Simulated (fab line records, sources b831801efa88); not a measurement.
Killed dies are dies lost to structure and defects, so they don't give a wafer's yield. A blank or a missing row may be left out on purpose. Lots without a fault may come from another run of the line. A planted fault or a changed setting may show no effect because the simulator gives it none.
Problem report in the 8D (eight disciplines) form, filled by code | flow sky130 | the parts of the form that need people (team, actions taken, sign-off) are left out

1. THE PROBLEM
killed_at_M0_to_M3 at SKY_PAD_OPEN_PROBE_99 reads a mean of 151 on 6 wafers of 2 lots; wafers without a fault read 43 with a standard deviation of 7.3. That is +15 standard deviations from the usual mean.
First seen on wafer L911.2, day 48 06:16, on prober-02. The record holds 36 wafers of 12 lots with a number at this step. Rule for "out", or "out of limits": more than 4 standard deviations from the usual mean. The other wafers with a number count as sound.

2. WHAT IT IS AND WHAT IT IS NOT
question                    | is                                                                                                      | is not
which readings at this step | killed_at_M0_to_M3, defect_limited_yield, killed_dies, sort_bin_5_function, sort_n_pass, sort_yield_pct | killed_at_M4_up, killed_at_contacts, killed_at_front_end, killed_at_other
which lots                  | L911, L914                                                                                              | L902, L903, L904, L905, L906, L910, L917, L918, L921, L923
which wafers of those lots  | all that have a number                                                                                  | -
read on which tools         | prober-02                                                                                               | prober-01
when                        | from day 48 06:16                                                                                       | up to then (18 sound wafers); but 12 sound wafers of L917, L918, L921, L923 came after

3. SUSPECTS, AND WHAT RULES EACH OUT
Counting: a tool at a process step up to the reading stays a suspect if it ran every lot that is out and no sound lot after the first of them.
- cmp-02 at SKY_VIA3_CMP_02 (polishes SiO2): kept. It ran every lot that is out, first L911 (day 41 14:08), and no sound lot after that; its last sound lot up to then is L910 (day 41 07:05).
- prober-02 at SKY_PAD_OPEN_PROBE_99: ruled out as a lasting fault. Sound lots L917, L923 ran on it after its first lot that is out, L911 (day 48 06:16).
Left after counting: cmp-02 at SKY_VIA3_CMP_02.

4. THE CAUSE (what the simulator had put in)
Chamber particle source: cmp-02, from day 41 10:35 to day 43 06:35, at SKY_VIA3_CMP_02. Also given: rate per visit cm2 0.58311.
Counting left only this tool.

5. THE CHAIN OF EFFECTS, in route order
Each row: a reading whose mean over the struck wafers that have a number lies more than 3 standard deviations from the usual. Only readings for which the record gives a usual standard deviation are gone through. hours: the time from each lot's start at the first step in this table that gives one to its start at this step, as a median over the lots. sigmas: the change in usual standard deviations.
hours | step                  | reading              | usual  | on struck wafers | change | sigmas
0     | SKY_PAD_OPEN_PROBE_99 | defect_limited_yield | 82.8 % | 62.0             | -20.8  | -11
0     | SKY_PAD_OPEN_PROBE_99 | killed_at_M0_to_M3   | 43     | 151              | +108   | +15
0     | SKY_PAD_OPEN_PROBE_99 | killed_dies          | 85     | 187              | +102   | +11
0     | SKY_PAD_OPEN_PROBE_99 | killed_on_rim        | 17     | 36               | +19    | +4.5
0     | SKY_PAD_OPEN_PROBE_99 | sort_bin_3_pad_short | 0.8 %  | 2.0              | +1.2   | +3.2
0     | SKY_PAD_OPEN_PROBE_99 | sort_bin_5_function  | 10.1 % | 23.6             | +13.5  | +10
0     | SKY_PAD_OPEN_PROBE_99 | sort_bin_6_memory    | 6.3 %  | 12.3             | +6.0   | +5.0
0     | SKY_PAD_OPEN_PROBE_99 | sort_n_pass          | 407    | 305              | -102   | -11
0     | SKY_PAD_OPEN_PROBE_99 | sort_yield_pct       | 82.8 % | 62.0             | -20.8  | -11
The process steps in it:
- SKY_PAD_OPEN_PROBE_99

6. WHAT WOULD HAVE CAUGHT IT SOONER
In this record the first reading out of limits was taken at day 48 06:16, 164 hours after the fault began at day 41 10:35.
Of the tool readings at SKY_VIA3_CMP_02 for which the record gives a usual standard deviation, none was out on any struck wafer, so an alarm limit of 4 standard deviations on them would not have fired.
All the lots that are out (2) had begun SKY_VIA3_CMP_02 on cmp-02 by day 48 06:16. A hold on the tool at that time would have spared none of them.
